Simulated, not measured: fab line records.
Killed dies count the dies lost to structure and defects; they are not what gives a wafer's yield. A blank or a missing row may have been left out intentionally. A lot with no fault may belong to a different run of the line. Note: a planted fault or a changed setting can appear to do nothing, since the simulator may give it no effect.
Chamber matching ; flow gf180mcu ; GF_V3_CVD_02 on pecvd-04: 3 sister chambers
The step deposits SiO2 from TEOS, target thk 850 nm, time 94.851 s. 6 wafers are shown with their chamber, then 7 later ones without.

== WAFERS, EACH WITH ITS CHAMBER ==
wafer;chamber;heater-power-w (W)
L084.4;0;636
L086.2;1;636
L086.3;2;718
L086.5;0;739
L089.1;2;723
L089.2;1;532

== WAFERS MISSING THEIR CHAMBER ==
wafer;heater-power-w (W)
L089.5;761
L093.3;650
L093.4;641
L093.5;802
L096.4;644
L096.5;660
L096.6;610

== THE CHAMBER EACH PASSED THROUGH ==
wafer;from the rows above;in truth
L089.5;can't be placed: 2 or 0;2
L093.3;can't be placed: 0 or 1 or 2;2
L093.4;can't be placed: 0 or 1 or 2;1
L093.5;can't be placed: 2 or 0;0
L096.4;can't be placed: 0 or 1 or 2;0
L096.5;can't be placed: 0 or 2 or 1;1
L096.6;can't be placed: 1 or 0 or 2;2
Placed correctly: 0 of 7. Not placeable from these rows: 7 (in 7, the candidates include the true chamber). Placed wrongly: 0.
How it was worked out, from the rows above alone: a wafer's distance from a chamber is the root of the sum, over the readings, of the square of ((its reading less the chamber's mean) divided by the reading's scatter). The wafer belongs to the nearest chamber; if the next one is less than 2 further off, it can't be placed. A chamber's mean is the mean of its shown wafers. How the scatter is found: for the shown wafers, subtract from each reading the mean of its chamber, square and add these, divide the total by (wafers less chambers), then take the root.
